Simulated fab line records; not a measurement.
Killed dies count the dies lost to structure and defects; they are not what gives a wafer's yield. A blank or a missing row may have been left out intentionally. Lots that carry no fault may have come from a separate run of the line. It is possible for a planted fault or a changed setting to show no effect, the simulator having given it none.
The same fault as seen by 2 desks | flow sky130 | each desk holds nothing but its own numbers, with what lay behind them at the end

== AT THE METROLOGY DESK ==
Means of the sampled wafers that have a number, per lot and without regard to the tool the lot ran on: this is what the gauges read. The brackets show how far a lot's mean lies from the usual mean; more than 4 standard deviations puts the lot out of limits, marked OUT.
Columns: A = GATE_OXIDE_OVL at SKY_GATE_OXIDE_OVL_MEAS_10, usual 0.2 nm; B = POLY_CUT_OVL at SKY_POLY_CUT_OVL_MEAS_09, usual -3 nm
lot  | first seen here | A    | B
L756 | day 13 20:56    | -0.4 | -3
L757 | day 14 07:32    | 0.8  | -10
L763 | day 16 01:40    | 0.1  | -5
L764 | day 16 07:17    | -2.0 | -3
L765 | day 16 20:22    | -0.9 | 11
L769 | day 18 11:28    | -1.0 | -7
L771 | day 18 22:28    | 1.0  | -2
L773 | day 19 17:34    | 0.3  | -3
L775 | day 20 07:16    | 0.5  | -7
L774 | day 20 07:34    | -1.6 | 1
L777 | day 21 12:34    | -1.2 | -3
L778 | day 21 20:26    | 0.3  | -10
L779 | day 21 20:31    | 1.6  | -5
This desk's verdict: no lot among the 13 shows anything out of limits.

== AT THE TOOL OWNER'S DESK: litho-track-02 ==
Per lot that ran on this tool, the mean of the sampled wafers carrying a number, from the tool's own readings at SKY_LDD_HVP_SOFTBAKE_03 (time 60 s). The brackets show how far a lot's mean lies from the usual mean; more than 4 standard deviations puts the lot out of limits, marked OUT.
Columns: A = heater-power-total-W at SKY_LDD_HVP_SOFTBAKE_03, usual 56.59 W; B = plate-temp-C at SKY_LDD_HVP_SOFTBAKE_03, usual 90.03 C
lot  | first seen here | A               | B
L763 | day 23 10:43    | 56.59           | 89.91
L764 | day 23 23:55    | 57.26 (+15) OUT | 90.82 (+5.7) OUT
L765 | day 24 07:16    | 57.21 (+13) OUT | 90.75 (+5.1) OUT
L774 | day 27 11:43    | 56.58           | 89.92
L778 | day 28 23:31    | 56.58           | 90.24
Finding of this desk: L764, L765 out of limits; the first was L764 at day 23 23:55, on heater-power-total-W at SKY_LDD_HVP_SOFTBAKE_03. Within limits: L763, L774, L778.

== TAKEN TOGETHER ==
The tool owner's desk had the chance to raise an alarm at day 23 23:55 on L764, L765.
At the metrology desk, nothing out of limits was observed.
The metrology desk holds a record of L764, L765, inside its limits.
Of the lots named, all ran SKY_LDD_HVP_SOFTBAKE_03 on litho-track-02.

== WHAT HAD BEEN PUT IN BY THE SIMULATOR ==
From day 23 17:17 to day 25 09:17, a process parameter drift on litho-track-02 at SKY_LDD_HVP_SOFTBAKE_03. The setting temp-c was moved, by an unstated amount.
Struck lots among those shown: L764, L765.
How many hours passed from the start of the fault until each desk's first out-of-limits reading: the tool owner's desk, 7.
